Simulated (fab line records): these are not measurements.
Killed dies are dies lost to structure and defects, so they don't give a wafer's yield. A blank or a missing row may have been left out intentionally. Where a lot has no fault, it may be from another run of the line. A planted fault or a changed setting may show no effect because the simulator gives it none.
A struck lot beside a sound one    flow sky130    40 steps out of a route of 708
Sound: the wafers L571.3, L571.4, L571.5. Wafers L586.2, L586.3, L586.4 were the ones struck. The cause comes at the end.
At each step with rows: each side's tool, then ch and its chambers, then its first start. Under that, the readings that differ: sound wafers    struck wafers    difference of the means    sigmas: that difference in standard deviations of wafers without a fault.
alike: a reading whose means differ by less than 2 such deviations, as well as words and numbers matching on both sides. not compared: withheld readings; readings where some wafer has no value; bounds like >300 that might hide an equal value; numbers whose values overlap and for which the record gives no deviation.
The two part at a step that has a row with sigmas, a row that says differs or no value, or rows on one side only. Non-overlapping numbers with no deviation appear without sigmas and do not part them. A reading missing from all wafers of one side parts the sides only when that side holds two or more wafers.

first, 5 steps without rows for these wafers: SKY_GATE_OXIDE_COAT_05 (resist thk 1140 nm); SKY_GATE_OXIDE_SOFTBAKE_06 (time 60 s); SKY_GATE_OXIDE_EXPOSE_07 (exposes mask LVOM, target cd 600 nm); SKY_GATE_OXIDE_PEB_08; SKY_GATE_OXIDE_DEVELOP_09 (develop time 60 s).
SKY_GATE_OXIDE_OVL_MEAS_10:
  sound: overlay-01 at day 15 12:48; struck: overlay-02 at day 20 06:23
  alike: GATE_OXIDE_OVL
then, 2 steps without rows for these wafers: SKY_GATE_OXIDE_IMPLANT_11; SKY_GATE_OXIDE_WET_ETCH_12 (etches SiO2 in dHF, target depth 16.8 nm, time 336 s).
SKY_GATE_OXIDE_STRIP_13: strips in O2/N2.
  sound on plasma_asher-02 ch 0,1, day 15 13:07; struck on plasma_asher-02 ch 0,1, day 20 06:41
  alike: drypump_motor_current_A, n2_flow_sccm, oes_product_au, strip_time_to_endpoint_s
  not compared: rf_hours_counter_h
SKY_GATE_OXIDE_TW_MEAS_14:
  sound: film_metro-03 at day 15 13:11; struck: film_metro-04 at day 20 06:47
  alike: GATE_OXIDE_TW
then, 2 steps without rows for these wafers: SKY_GATE_OXIDE_CLEAN_15 (cleans in SC1/SC2, time 150 s); SKY_GATE_OXIDE_OXIDATION_16 (stabilise 600 s, purge 300 s, target thk 3.57 nm).
SKY_POLY_GATE_CVD_00: deposits poly-Si, target thk 180 nm, time 720 s.
  sound on lpcvd-01 ch 0, day 15 14:59; struck on lpcvd-01 ch 0, day 20 09:41
reading                                        sound                 struck                difference  sigmas
spike_tc_bottom_C (C)                          640.4 642.1 641.7     646.0 645.1 645.6     +4.2        +3
spike_tc_lower_C (C)                           618.3 620.3 619.6     625.3 623.4 623.9     +4.8        +4
spike_tc_upper_C (C)                           621.2 620.8 621.2     626.3 624.5 625.8     +4.5        +5
susceptor_temp_C (C)                           620.10 620.25 620.56  623.59 623.42 623.59  +3.23       +12
model.poly-Si_of_POLY_GATE_CVD_00.thk_nm (nm)  176.7 177.5 177.9     196.1 197.1 195.6     +18.9       
  alike: spike_tc_top_C, zone_power_top_pct
SKY_POLY_GATE_THK_MEAS_01:
  sound: film_metro-02 at day 15 16:12; struck: film_metro-02 at day 20 11:10
reading                    sound              struck             difference  sigmas
POLY_GATE_CVD_00_THK (nm)  176.9 177.3 178.0  196.2 197.1 195.7  +18.9       +12
  not compared: hold
then, 7 steps without rows for these wafers: SKY_RES_PROTECT_HMDS_01 (prime time 60 s); SKY_RES_PROTECT_COAT_02 (resist thk 1140 nm); SKY_RES_PROTECT_SOFTBAKE_03 (time 60 s); SKY_RES_PROTECT_EXPOSE_04 (exposes mask RPM, target cd 1270 nm); SKY_RES_PROTECT_PEB_05; SKY_RES_PROTECT_DEVELOP_06 (develop time 60 s); SKY_POLY_GATE_IMPLANT_02.
SKY_RES_PROTECT_STRIP_07: strips in O2/N2.
  sound on plasma_asher-03 ch 0,1, day 16 20:59; struck on plasma_asher-04 ch 0,1, day 21 17:41
reading                       sound              struck             difference  sigmas
strip_time_to_endpoint_s (s)  23.23 23.26 23.25  23.37 23.35 23.37  +0.12       +2
  alike: drypump_motor_current_A, n2_flow_sccm, oes_product_au
  not compared: rf_hours_counter_h
SKY_RES_PROTECT_TW_MEAS_08:
  sound: film_metro-04 at day 16 21:04; struck: film_metro-04 at day 21 17:48
  alike: POLY_GATE_TW
SKY_RES_PROTECT_CLEAN_09: cleans in SC1/SC2, time 150 s.
  sound on wet_bench-04 ch 0, day 16 21:07; struck on wet_bench-04 ch 2, day 21 17:51
reading                                        sound              struck             difference  sigmas
model.poly-Si_of_POLY_GATE_CVD_00.thk_nm (nm)  176.1 176.8 177.3  195.5 196.5 194.9  +18.9       
then, 1 step without rows for these wafers: SKY_POLY_GATE_CVD_03 (deposits Si3N4 from DCS/NH3, target thk 75 nm, time 1290 s).
SKY_POLY_GATE_THK_MEAS_04:
  sound: film_metro-02 at day 16 22:41; struck: film_metro-02 at day 21 19:16
reading                    sound           struck          difference  sigmas
POLY_GATE_CVD_03_THK (nm)  73.8 74.1 73.7  76.1 76.6 76.6  +2.6        +3
then, 8 steps without rows for these wafers: SKY_POLY_GATE_DEHYDRATE_05 (time 60 s); SKY_POLY_GATE_HMDS_06 (prime time 60 s); SKY_POLY_GATE_COAT_07 (resist thk 110 nm); SKY_POLY_GATE_COAT_08 (resist thk 450 nm); SKY_POLY_GATE_SOFTBAKE_09 (time 90 s); SKY_POLY_GATE_EXPOSE_10 (exposes mask P1M, target cd 150 nm); SKY_POLY_GATE_PEB_11; SKY_POLY_GATE_DEVELOP_12 (develop time 60 s).
SKY_POLY_GATE_CD_MEAS_13: the cd target is 150 nm.
  sound: cd_sem-02 at day 18 04:51; struck: cd_sem-02 at day 23 01:29
reading     sound              struck             difference  sigmas
cd_nm (nm)  151.1 151.7 151.6  148.0 147.7 148.5  -3.4        -3
SKY_POLY_GATE_OVL_MEAS_14:
  sound: overlay-01 at day 18 04:57; struck: overlay-01 at day 23 01:35
reading             sound   struck   difference  sigmas
POLY_GATE_OVL (nm)  3 5 -2  16 8 15  +11         +2
SKY_POLY_GATE_ETCH_15: etches BARC in N2/H2, stops on SiO2, time 118.5 s, target depth 110 nm.
  sound on rie_diel-04 ch 1,2,3, day 18 04:58; struck on rie_diel-04 ch 0,1,3, day 23 01:37
reading              sound              struck           difference  sigmas
n2_flow_sccm (sccm)  100.8 100.4 100.0  99.8 99.6 100.0  -0.6        -2
  alike: bias_w, drypump_motor_current_A, oes_product_au, throttle_valve_pct
  not compared: rf_hours_counter_h
SKY_POLY_GATE_ETCH_16: etches Si3N4 in CH3F/O2, stops on poly-Si, time 147.5 s, target depth 75 nm.
  sound on rie_diel-04 ch 1,2,3, day 18 05:03; struck on rie_diel-04 ch 0,1,3, day 23 01:42
  alike: bias_w, drypump_motor_current_A, oes_product_au, throttle_valve_pct
  not compared: rf_hours_counter_h
SKY_POLY_GATE_ETCH_17: etches poly-Si in HBr/Cl2, stops on SiO2, target depth 180 nm, time 70.5 s.
  sound on rie_si-01 ch 1,2,3, day 18 05:09; struck on rie_si-02 ch 1,2,3, day 23 01:48
reading                sound              struck             difference  sigmas
oes_product_au (a.u.)  0.974 0.976 0.970  1.017 0.992 1.005  +0.031      +4
  alike: bias_w, drypump_motor_current_A, throttle_valve_pct
  not compared: rf_hours_counter_h
SKY_POLY_GATE_STRIP_18: strips in O2/N2.
  sound on plasma_asher-03 ch 0,1, day 18 05:14; struck on plasma_asher-03 ch 0,1, day 23 01:52
  alike: drypump_motor_current_A, n2_flow_sccm, oes_product_au, strip_time_to_endpoint_s
  not compared: rf_hours_counter_h

## WHERE THEY PART
First at SKY_POLY_GATE_CVD_00; last, within this record, at SKY_POLY_GATE_ETCH_17. Later steps at which nothing parts them and some readings are alike: SKY_POLY_GATE_STRIP_18.

WHY: whatever the simulator had introduced
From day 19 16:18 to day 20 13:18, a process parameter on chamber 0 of lpcvd-01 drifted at SKY_POLY_GATE_CVD_00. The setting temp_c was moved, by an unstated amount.
